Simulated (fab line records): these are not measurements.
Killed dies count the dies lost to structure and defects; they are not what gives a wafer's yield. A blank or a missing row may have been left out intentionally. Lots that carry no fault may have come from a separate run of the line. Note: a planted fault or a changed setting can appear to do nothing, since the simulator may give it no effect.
Problem report in the 8D (eight disciplines) form, filled by code / flow sky130 / the parts of the form that need people (team, actions taken, sign-off) are left out

## 1. PROBLEM STATEMENT
LDD_LDN_TW at SKY_LDD_LDN_TW_MEAS_13 reads a mean of 1372 on 6 wafers of 2 lots; wafers without a fault read 1479 with a standard deviation of 15. Relative to the usual mean, that is a shift of -7.1 standard deviations.
First seen on wafer L441.3, day 28 01:07, on filmMetro-02. The record holds 36 wafers of 12 lots with a number at this step. Rule for "out", or "out of limits": more than 4 standard deviations from the usual mean. The other wafers with a number count as sound.

## 2. WHAT THIS IS AND IS NOT
question=which readings at this step | is=LDD_LDN_TW | is not=-
question=which lots | is=L441, L442 | is not=L428, L429, L430, L433, L434, L435, L436, L437, L440, L444
question=which wafers of those lots | is=all that have a number | is not=-
question=read on which gauges | is=filmMetro-02, filmMetro-04 | is not=filmMetro-03
question=when | is=from day 28 01:07 | is not=up to then (27 sound wafers); but 3 sound wafers of L444 came after

## 3. SUSPECTS, AND WHAT RULES EACH OUT
Counting: a tool at any process step up to the reading remains a suspect when it ran all the lots that are out and ran no sound lot after the first of those.
- ruled out: the gauge at SKY_LDD_LDN_TW_MEAS_13. Those wafers that are out were read across 2 gauges (filmMetro-02, filmMetro-04).
- implanter-02 at SKY_LDD_LDN_IMPLANT_08: kept. Every lot that is out went through it, starting with L441 (day 28 00:27), and after that it ran no sound lot; the last sound lot it ran before then is L440 (day 27 14:57). Out on those wafers are its own readings of doseIonsCm2, faradayCurrentUA.
Left after counting: implanter-02 at SKY_LDD_LDN_IMPLANT_08.

## 4. THE CAUSE (what the simulator had put in)
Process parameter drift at SKY_LDD_LDN_IMPLANT_08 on implanter-02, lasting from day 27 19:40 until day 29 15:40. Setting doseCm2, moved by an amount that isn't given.
The count eliminated every tool but this one.

## 5. SEQUENCE OF EFFECTS, ordered by route
Rows list readings where the struck wafers' mean (over those with a number) sits beyond 3 standard deviations from the usual. Only readings whose record carries a usual standard deviation are examined. hours: median over the lots of the time between each lot's start at the first step of this table that gives one and its start at this step. sigmas: the change, counted in usual standard deviations.
hours=0; step=SKY_LDD_LDN_IMPLANT_08; reading=doseIonsCm2; usual=1.2497e+13; on struck wafers=1.2523e+12; change=-1.1245e+13; sigmas=-99 or more
hours=0; step=SKY_LDD_LDN_IMPLANT_08; reading=faradayCurrentUA; usual=70.4; on struck wafers=7.0; change=-63.4; sigmas=-42
hours=1; step=SKY_LDD_LDN_TW_MEAS_13; reading=LDD_LDN_TW; usual=1479; on struck wafers=1372; change=-107; sigmas=-7.1
Process steps it contains:
- SKY_LDD_LDN_IMPLANT_08

## 6. WHAT WOULD HAVE CAUGHT IT SOONER
5 hours passed between the start of the fault at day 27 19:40 and the first reading out of limits at a measuring or inspecting step in this record, taken at day 28 01:07.
At SKY_LDD_LDN_IMPLANT_08, the tool's own readings (doseIonsCm2, faradayCurrentUA) were out on each struck wafer the step has a row for, so an alarm limit on them would have fired on the first such wafer.
Among the 2 lots that are out, L442 began SKY_LDD_LDN_IMPLANT_08 on implanter-02 after day 28 01:07. A hold on the tool at that time would have spared it.
